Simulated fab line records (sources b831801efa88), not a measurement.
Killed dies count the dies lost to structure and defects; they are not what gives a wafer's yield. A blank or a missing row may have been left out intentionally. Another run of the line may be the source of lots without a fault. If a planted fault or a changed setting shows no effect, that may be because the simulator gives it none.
Code-filled problem report in 8D (eight disciplines) form + flow gf180mcu + the parts of the form that need people (team, actions taken, sign-off) are left out

== 1. WHAT IS WRONG ==
LVPWELL_TW at GF_LVPWELL_TW_MEAS_11 reads a mean of 576 on 1 wafer of 1 lot; wafers without a fault read 559 with a standard deviation of 3.4. That is +5.0 standard deviations from the usual mean.
Earliest sighting: wafer L383.2 on film-metro-04 at day 7 06:50. The record holds 35 wafers of 12 lots with a number at this step. The rule behind "out" and "out of limits": a value lying over 4 standard deviations away from the usual mean. Any other wafer with a number is counted as sound.

== 2. WHAT IT IS, WHAT IT ISN'T ==
| question                    | is               | is not                                                                                 |
|-----------------------------|------------------|----------------------------------------------------------------------------------------|
| which readings at this step | LVPWELL_TW       | -                                                                                      |
| which lots                  | L383             | L369, L370, L371, L372, L373, L374, L375, L386, L388, L389, L392                       |
| which wafers of those lots  | L383.2           | L383.1                                                                                 |
| read on which gauges        | film-metro-04    | film-metro-01, film-metro-02                                                           |
| when                        | from day 7 06:50 | up to then (22 sound wafers); but 12 sound wafers of L386, L388, L389, L392 came after |

== 3. SUSPECTS, AND WHAT RULES EACH OUT ==
Counting: if a tool at a process step up to the reading ran every lot that is out, it stays a suspect. Sound lots after the first of them don't rule it out here, since some wafers of a struck lot are sound.
- the gauge at GF_LVPWELL_TW_MEAS_11 has been ruled out. All the wafers that are out were read on film-metro-04, but those of them that GF_LVPWELL_IMPLANT_08 has rows for are out there too, on other tools.
- implanter-02 at GF_LVPWELL_IMPLANT_08: kept. L383, the lot that is out, went through it at day 7 06:26; up to then, the latest sound lot through it was L375 at day 5 05:01. Out on those wafers are its own readings of beam-on-s, faraday-current-uA.
After counting, what remains is implanter-02 at GF_LVPWELL_IMPLANT_08.

== 4. THE CAUSE (what the simulator had put in) ==
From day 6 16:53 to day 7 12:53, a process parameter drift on implanter-02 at GF_LVPWELL_IMPLANT_08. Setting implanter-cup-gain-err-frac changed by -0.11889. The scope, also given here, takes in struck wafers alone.
Counting left only this tool.

== 5. THE EFFECT CHAIN, in route order ==
Rows list readings where the struck wafers' mean (over those with a number) sits beyond 3 standard deviations from the usual. Readings are gone through only where the record gives a usual standard deviation; hours: the median, over the lots, of the time from a lot's start at the first step in this table giving one to that lot's start at this step; sigmas: the change measured in usual standard deviations.
| hours | step                     | reading            | usual       | on struck wafers | change | sigmas |
|-------|--------------------------|--------------------|-------------|------------------|--------|--------|
| 0     | GF_LVPWELL_IMPLANT_08    | beam-on-s          | 10.01 s     | 11.34            | +1.33  | +7.0   |
| 0     | GF_LVPWELL_IMPLANT_08    | faraday-current-uA | 84.5        | 74.2             | -10.3  | -6.4   |
| 0     | GF_LVPWELL_TW_MEAS_11    | LVPWELL_TW         | 559         | 576              | +17    | +5.0   |
| 102   | GF_VT_IMPLANT_RS_MEAS_48 | LVPWELL_RS         | 1196 ohm/sq | 1124             | -72    | -22    |
Here are the process steps it includes:
- GF_LVPWELL_IMPLANT_08
At these later measuring or inspecting steps, every struck wafer for which the step has a row has a number for every such reading, and none has moved that far: GF_DUAL_GATE_THK_MEAS_03, GF_HV_LDD_OVL_MEAS_08.

== 6. HOW IT WOULD HAVE BEEN CAUGHT EARLIER ==
14 hours passed between the start of the fault at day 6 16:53 and the first reading out of limits at a measuring or inspecting step in this record, taken at day 7 06:50.
Tool's own readings at GF_LVPWELL_IMPLANT_08, beam-on-s, faraday-current-uA: out on all struck wafers the step has rows for; an alarm limit on them would have tripped on the first.
Each of the lots that are out, 1 in all, had begun GF_LVPWELL_IMPLANT_08 on implanter-02 no later than day 7 06:50. Tool hold at that time: it would have spared none of them.
